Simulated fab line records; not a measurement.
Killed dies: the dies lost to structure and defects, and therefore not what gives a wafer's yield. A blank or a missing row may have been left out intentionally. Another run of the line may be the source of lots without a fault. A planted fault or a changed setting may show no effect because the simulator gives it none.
Problem report in the 8D (eight disciplines) form, filled by code :: flow gf180mcu :: the parts of the form that need people (team, actions taken, sign-off) are left out

== 1. THE PROBLEM ==
VT_IMPLANT_4_TW at GF_VT_IMPLANT_TW_MEAS_43 reads a mean of 654 on 3 wafers of 1 lot; wafers without a fault read 693 with a standard deviation of 4.3. Measured from the usual mean, that is -9.1 standard deviations.
The first sign was on wafer L940.2 at day 11 03:31, on film-metro-04. The record holds 36 wafers of 12 lots with a number at this step. Rule for "out" (also "out of limits"): further than 4 standard deviations from the usual mean. All remaining wafers that have a number are taken as sound.

== 2. WHAT IT IS AND WHAT IT IS NOT ==
question: which readings at this step
is: VT_IMPLANT_4_TW
is not: -

question: which lots
is: L940
is not: L928, L929, L930, L931, L932, L933, L934, L941, L947, L949, L951

question: which wafers of those lots
is: all that have a number
is not: -

question: read on which gauges
is: film-metro-04
is not: film-metro-01, film-metro-02

question: when
is: from day 11 03:31
is not: up to then (21 sound wafers); but 12 sound wafers of L941, L947, L949, L951 came after

== 3. SUSPECTS, AND WHAT RULES EACH OUT ==
Counting: a tool stays on the suspect list if, at a process step up to the reading, it processed all lots that are out and no sound lot following the first of them.
- the gauge at GF_VT_IMPLANT_TW_MEAS_43: ruled out. All the wafers that are out were read on film-metro-04, but those of them that GF_VT_IMPLANT_STRIP_31 has rows for are out there too, on other tools.
- plasma-asher-04 at GF_VT_IMPLANT_STRIP_20 (strips in O2/N2): ruled out as a lasting fault. Following L940 (day 9 13:39), the first lot on it that is out, the sound lots L941, L947 were run on it.
- plasma-asher-04 at GF_VT_IMPLANT_STRIP_31 (strips in O2/N2): ruled out as a lasting fault. Following L940 (day 10 08:19), the first lot on it that is out, the sound lots L951 were run on it.
- plasma-asher-04 at GF_VT_IMPLANT_STRIP_42 (strips in O2/N2): ruled out as a lasting fault. Following L940 (day 11 03:25), the first lot on it that is out, the sound lots L947, L949 were run on it.
Left after counting: nothing in the record.

== 4. THE CAUSE (what the simulator had put in) ==
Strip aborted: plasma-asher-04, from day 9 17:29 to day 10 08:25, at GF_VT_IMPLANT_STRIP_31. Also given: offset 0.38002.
The count ruled it out by mistake, since the rule takes a fault to strike every lot its tool runs from the start of the fault on, and this one did not do so.

== 5. THE CHAIN OF EFFECTS, in route order ==
Each row: a reading whose mean over the struck wafers that have a number lies more than 3 standard deviations from the usual. Only readings whose record carries a usual standard deviation are examined. hours: median over the lots of the time between each lot's start at the first step of this table that gives one and its start at this step. sigmas: the change, counted in usual standard deviations.
hours: 0
step: GF_VT_IMPLANT_STRIP_31
reading: oes-product-au
usual: 0.716 a.u.
on struck wafers: 0.958
change: +0.242
sigmas: +53

hours: 19
step: GF_VT_IMPLANT_STRIP_42
reading: strip-time-to-endpoint-s
usual: 12.61 s
on struck wafers: 13.38
change: +0.77
sigmas: +16

hours: 19
step: GF_VT_IMPLANT_TW_MEAS_43
reading: VT_IMPLANT_4_TW
usual: 693
on struck wafers: 654
change: -39
sigmas: -9.1
Process steps it contains:
- GF_VT_IMPLANT_STRIP_31: strips in O2/N2.
- GF_VT_IMPLANT_STRIP_42: strips in O2/N2.
Readings that are blank on the struck wafers while sound wafers have them: strip-time-to-endpoint-s at GF_VT_IMPLANT_STRIP_31.
Later measuring or inspecting steps at which every struck wafer that the step has a row for has a number for every such reading, and none has moved that far: GF_VT_IMPLANT_RS_MEAS_49.

== 6. WHAT WOULD HAVE CAUGHT IT SOONER ==
The first out-of-limits reading at a measuring or inspecting step in this record came at day 11 03:31, 34 hours after the fault's start at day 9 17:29.
At GF_VT_IMPLANT_STRIP_31, the tool's own readings (oes-product-au) were out on each struck wafer the step has a row for, so an alarm limit on them would have fired on the first such wafer.
